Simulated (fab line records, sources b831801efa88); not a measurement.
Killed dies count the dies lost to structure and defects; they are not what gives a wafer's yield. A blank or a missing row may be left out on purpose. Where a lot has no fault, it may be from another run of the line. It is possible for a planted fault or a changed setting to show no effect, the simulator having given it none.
A struck lot beside a sound one + flow sky130 + 22 steps out of a route of 708
Sound: the wafers L953.1, L953.2, L953.5. Struck: wafer L966.4 (L966.2, L966.3, from the same lot, were not struck and are left out); the cause is given at the end.
Order at every step that has rows: each side's tool, ch and its chambers, its first start. Under that, the readings that differ: sound wafers + struck wafers + difference of the means + sigmas: that difference in standard deviations of wafers without a fault.
alike: same words and numbers on both sides, and readings whose means sit less than 2 such deviations apart. not compared: any withheld reading, any reading some wafer has no value for, any bound like >300 that may hide the same value, and any number with overlapping values for which the record gives no deviation.
A row with sigmas, a row that says differs or no value, or rows on one side alone: a step with any of these is where the two part. Non-overlapping numbers with no deviation appear without sigmas and do not part them. A reading missing from all wafers of one side parts the sides only when that side holds two or more wafers.

first, 5 steps without rows for these wafers: SKY_VT_ADJUST_HVTP_COAT_02 (resist thk 1140 nm); SKY_VT_ADJUST_HVTP_SOFTBAKE_03 (time 60 s); SKY_VT_ADJUST_HVTP_EXPOSE_04 (exposes mask HVTPM, target cd 380 nm); SKY_VT_ADJUST_HVTP_PEB_05; SKY_VT_ADJUST_HVTP_DEVELOP_06 (develop time 60 s).
SKY_VT_ADJUST_HVTP_CD_MEAS_07 targets a cd of 380 nm.
  sound on cd sem-01, day 6 12:27; struck on cd sem-02, day 9 21:50
| reading    | sound             | struck | difference | sigmas |
|------------|-------------------|--------|------------|--------|
| cd nm (nm) | 382.5 379.8 380.2 | 374.3  | -6.5       | -2     |
SKY_VT_ADJUST_HVTP_OVL_MEAS_08:
  sound on overlay-02, day 6 12:34; struck on overlay-02, day 9 21:56
  alike: VT_ADJUST_HVTP_OVL
then, 1 step without rows for these wafers: SKY_VT_ADJUST_HVTP_IMPLANT_09.
SKY_VT_ADJUST_HVTP_STRIP_10: strips in O2/N2.
  sound on plasma asher-04 ch 0,1, day 6 12:46; struck on plasma asher-02 ch 0, day 9 22:07
| reading                      | sound             | struck | difference | sigmas |
|------------------------------|-------------------|--------|------------|--------|
| strip time to endpoint s (s) | 14.20 14.20 14.21 | 14.12  | -0.08      | -2     |
  alike: drypump motor current A, o2 flow sccm, oes product au
  not compared: rf hours counter h
SKY_VT_ADJUST_HVTP_TW_MEAS_11:
  sound on film metro-02, day 6 12:52; struck on film metro-03, day 9 22:14
  alike: VT_ADJUST_HVTP_TW
then, 2 steps without rows for these wafers: SKY_VT_ADJUST_LVTN_DEHYDRATE_00 (time 60 s); SKY_VT_ADJUST_LVTN_HMDS_01 (prime time 60 s).
SKY_VT_ADJUST_LVTN_COAT_02: resist thk 3000 nm.
  sound on litho track-01 ch 0, day 6 21:50; struck on litho track-02 ch 0, day 10 09:14
| reading                                          | sound             | struck | difference | sigmas |
|--------------------------------------------------|-------------------|--------|------------|--------|
| chill plate temp C (C)                           | 23.17 23.20 23.07 | 22.86  | -0.29      | -3     |
| model.coat_of_VT_ADJUST_LVTN_COAT_02.thk nm (nm) | 3001 3002 2998    | 2510   | -490       |        |
  alike: spin speed rpm
then, 3 steps without rows for these wafers: SKY_VT_ADJUST_LVTN_SOFTBAKE_03; SKY_VT_ADJUST_LVTN_EXPOSE_04 (exposes mask NWM COMPLEMENT LESS NATIVE, target cd 840 nm); SKY_VT_ADJUST_LVTN_PEB_05.
SKY_VT_ADJUST_LVTN_DEVELOP_06: develop time 60 s.
  sound on litho track-04 ch 0; struck on litho track-01 ch 0
| reading                                          | sound          | struck | difference | sigmas |
|--------------------------------------------------|----------------|--------|------------|--------|
| model.coat_of_VT_ADJUST_LVTN_COAT_02.thk nm (nm) | 2997 2998 2994 | 2506   | -490       |        |
  alike: chill plate temp C
SKY_VT_ADJUST_LVTN_OVL_MEAS_07:
  sound on overlay-02, day 7 07:19; struck on overlay-02, day 10 21:20
| reading                 | sound         | struck | difference | sigmas |
|-------------------------|---------------|--------|------------|--------|
| VT_ADJUST_LVTN_OVL (nm) | -0.4 -0.3 2.5 | -3.4   | -4.0       | -3     |
then, 1 step without rows for these wafers: SKY_VT_ADJUST_LVTN_IMPLANT_08.
SKY_VT_ADJUST_LVTN_STRIP_09: strips in O2/N2.
  sound on plasma asher-01 ch 0,1, day 7 07:30; struck on plasma asher-03 ch 1, day 10 21:31
| reading                      | sound             | struck | difference | sigmas |
|------------------------------|-------------------|--------|------------|--------|
| strip time to endpoint s (s) | 36.92 36.96 36.88 | 31.29  | -5.63      | -51    |
  alike: drypump motor current A, o2 flow sccm, oes product au
  not compared: rf hours counter h
SKY_VT_ADJUST_LVTN_TW_MEAS_10:
  sound on film metro-01, day 7 07:36; struck on film metro-03, day 10 21:38
  alike: VT_ADJUST_LVTN_TW
SKY_PAD_OPEN_PROBE_99:
  the record has rows for the sound wafers here (prober-01, day 46 10:52) and none for the struck ones

## WHERE THEY PART
Last at SKY_PAD_OPEN_PROBE_99 as far as this record goes, first at SKY_VT_ADJUST_HVTP_CD_MEAS_07.

WHY: what the simulator had put in
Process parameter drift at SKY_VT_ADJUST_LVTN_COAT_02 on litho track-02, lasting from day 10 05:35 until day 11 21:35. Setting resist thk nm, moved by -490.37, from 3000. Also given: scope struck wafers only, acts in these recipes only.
